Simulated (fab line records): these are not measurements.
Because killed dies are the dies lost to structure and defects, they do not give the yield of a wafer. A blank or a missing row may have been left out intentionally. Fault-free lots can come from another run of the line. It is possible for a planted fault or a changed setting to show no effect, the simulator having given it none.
Commonality check across tools    flow gf180mcu    Sample size 11 lots and 33 wafers

## WHAT PROMPTED THE OPENING
GF_STI_THK_MEAS_04, reading STI_CVD_03_THK: flagged on 2 of 11 lots. Fault-free wafers read 207.8 nm, with a standard deviation of 2.1.
Rule: a lot is flagged when every wafer of it that has a number lies more than 4 standard deviations from that mean, or none has a number. As for the other lots, they are considered sound.

lot   measured     on             STI_CVD_03_THK (nm), wafer by wafer  flag
L273  day 1 14:34  film metro-02  204.6 206.2 205.1                    
L275  day 2 01:25  film metro-02  207.6 209.7 209.1                    
L278  day 2 16:19  film metro-03  208.0 206.2 205.1                    
L280  day 3 00:35  film metro-03  209.6 209.3 209.8                    
L281  day 3 05:37  film metro-03  207.0 209.8 208.5                    
L282  day 3 10:34  film metro-03  205.4 206.3 205.6                    
L289  day 4 22:22  film metro-01  241.2 239.2 239.6                    FLAGGED
L291  day 5 08:34  film metro-03  239.1 238.0 240.0                    FLAGGED
L294  day 5 22:59  film metro-01  207.8 207.3 208.2                    
L295  day 6 03:34  film metro-02  211.1 210.9 209.4                    
L296  day 6 08:34  film metro-01  207.6 206.0 205.0                    
The mean of the flagged lots' numbers is 239.5 nm, +31.7 nm from the usual (+15 standard deviations).

## EACH LOT AND THE TOOL IT RAN ON
The record keeps 1 process step preceding the reading, out of 602 steps on the route. Each cell gives the tool, then ch followed by the chambers the sampled wafers passed through, then the start.
lot   flag     GF_STI_CVD_03
L273           lpcvd-01 ch 1, day 1 11:34
L275           lpcvd-01 ch 1, day 1 22:26
L278           lpcvd-02 ch 1, day 2 14:19
L280           lpcvd-02 ch 0, day 2 22:34
L281           lpcvd-01 ch 1, day 3 03:37
L282           lpcvd-01 ch 0, day 3 08:34
L289  FLAGGED  lpcvd-01 ch 0, day 4 20:21
L291  FLAGGED  lpcvd-01 ch 1, day 5 05:34
L294           lpcvd-02 ch 0, day 5 21:00
L295           lpcvd-02 ch 0, day 6 01:34
L296           lpcvd-02 ch 1, day 6 06:34
What the steps here do:
- GF_STI_CVD_03: deposits Si3N4 from DCS/NH3, target thk 207.16 nm, time 3551 s.
- GF_STI_THK_MEAS_04

## FLAGGED OVER TOTAL, TOOL BY TOOL (the gauges that took the reading come last)
step                tool           lots run  flagged  share of the flagged lots  sound lots run after its first flagged lot
GF_STI_CVD_03       lpcvd-01       6         2        all                        0
GF_STI_CVD_03       lpcvd-02       5         0        none                       -
GF_STI_THK_MEAS_04  film metro-01  3         1        some                       2 (L294,L296)
GF_STI_THK_MEAS_04  film metro-02  3         0        none                       -
GF_STI_THK_MEAS_04  film metro-03  5         1        some                       0

## THE TABLE: WHAT IT ALLOWS
1 row of the table ran every flagged lot: lpcvd-01 at GF_STI_CVD_03.
- lpcvd-01 at GF_STI_CVD_03 ran 6 lots, 2 of them flagged. Last sound lot L282 at day 3 08:34, first flagged lot L289 at day 4 20:21; a fault beginning in between fits. Its own readings (spike tc centre C, spike tc lower C, spike tc upper C, susceptor temp C) fall more than 4 standard deviations out on all wafers of the flagged lots.
Just one tool remains: lpcvd-01 at GF_STI_CVD_03.

## WHAT WAS PUT IN BY THE SIMULATOR
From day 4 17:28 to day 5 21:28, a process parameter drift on lpcvd-01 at GF_STI_CVD_03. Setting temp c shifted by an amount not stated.
Lots struck among those shown: L289, L291. This agrees with what the rule above found.
